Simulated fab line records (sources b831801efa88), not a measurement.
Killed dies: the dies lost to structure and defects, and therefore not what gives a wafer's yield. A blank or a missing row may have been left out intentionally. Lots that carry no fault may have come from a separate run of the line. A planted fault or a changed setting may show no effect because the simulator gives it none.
Code-filled problem report in 8D (eight disciplines) form ; flow sfq_line ; the parts of the form that need people (team, actions taken, sign-off) are left out

== 1. THE PROBLEM ==
At SFQ_TRILAYER_M5_LITHO_EXPOSE_124, exposure_dose_mJ_cm2 averages 15.122 over 6 wafers from 2 lots, while fault-free wafers read 14.398, standard deviation 0.016. That is +45 standard deviations from the usual mean.
The step: exposes mask M5, target cd 700 nm.
The first sign was on wafer L351.2 at day 52 22:11, on krf_scanner-02. Wafers with a number at this step in the record: 18, from 6 lots. Rule for "out" (also "out of limits"): further than 4 standard deviations from the usual mean. The other wafers with a number count as sound.

== 2. WHAT IT IS AND WHAT IT IS NOT ==
question;is;is not
which readings at this step;exposure_dose_mJ_cm2;-
which lots;L351, L354;L336, L348, L357, L358
which wafers of those lots;all that have a number;-
read on which tools;krf_scanner-02;krf_scanner-01
when;from day 52 22:11;"up to then (6 sound wafers); but 6 sound wafers of L357, L358 came after"

== 3. THE SUSPECTS, EACH WITH WHAT RULES IT OUT ==
Counting: a tool at a process step up to the reading stays a suspect if it ran every lot that is out and no sound lot after the first of them.
- krf_scanner-02 at SFQ_TRILAYER_M5_LITHO_EXPOSE_124 (exposes mask M5, target cd 700 nm): kept. It ran every lot that is out, first L351 (day 52 22:11), and no sound lot after that. On those wafers its own readings are out: exposure_dose_mJ_cm2.
Left after counting: krf_scanner-02 at SFQ_TRILAYER_M5_LITHO_EXPOSE_124.

== 4. THE CAUSE (what the simulator had put in) ==
Drift in process parameters on krf_scanner-02 at SFQ_TRILAYER_M5_LITHO_EXPOSE_124, starting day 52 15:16. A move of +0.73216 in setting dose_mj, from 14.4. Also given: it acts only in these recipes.
After counting, this tool was the only one left.

== 5. THE EFFECT CHAIN, in route order ==
Rows list readings where the struck wafers' mean (over those with a number) sits beyond 3 standard deviations from the usual. Only readings whose record carries a usual standard deviation are examined. hours: median over the lots of the time between each lot's start at the first step of this table that gives one and its start at this step. sigmas: the change, counted in usual standard deviations.
hours;step;reading;usual;on struck wafers;change;sigmas
0;SFQ_TRILAYER_M5_LITHO_EXPOSE_124;exposure_dose_mJ_cm2;14.398;15.122;+0.724;+45
Its process steps:
- SFQ_TRILAYER_M5_LITHO_EXPOSE_124: exposes mask M5, target cd 700 nm.
Later steps that measure or inspect, where all struck wafers having a row at the step show a number for every such reading and not one has moved that far: SFQ_M5_OVL_MEAS_932.

== 6. WHAT WOULD HAVE CAUGHT IT SOONER ==
The fault began at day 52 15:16; the first out-of-limits reading in this record came at day 52 22:11, 7 hours later.
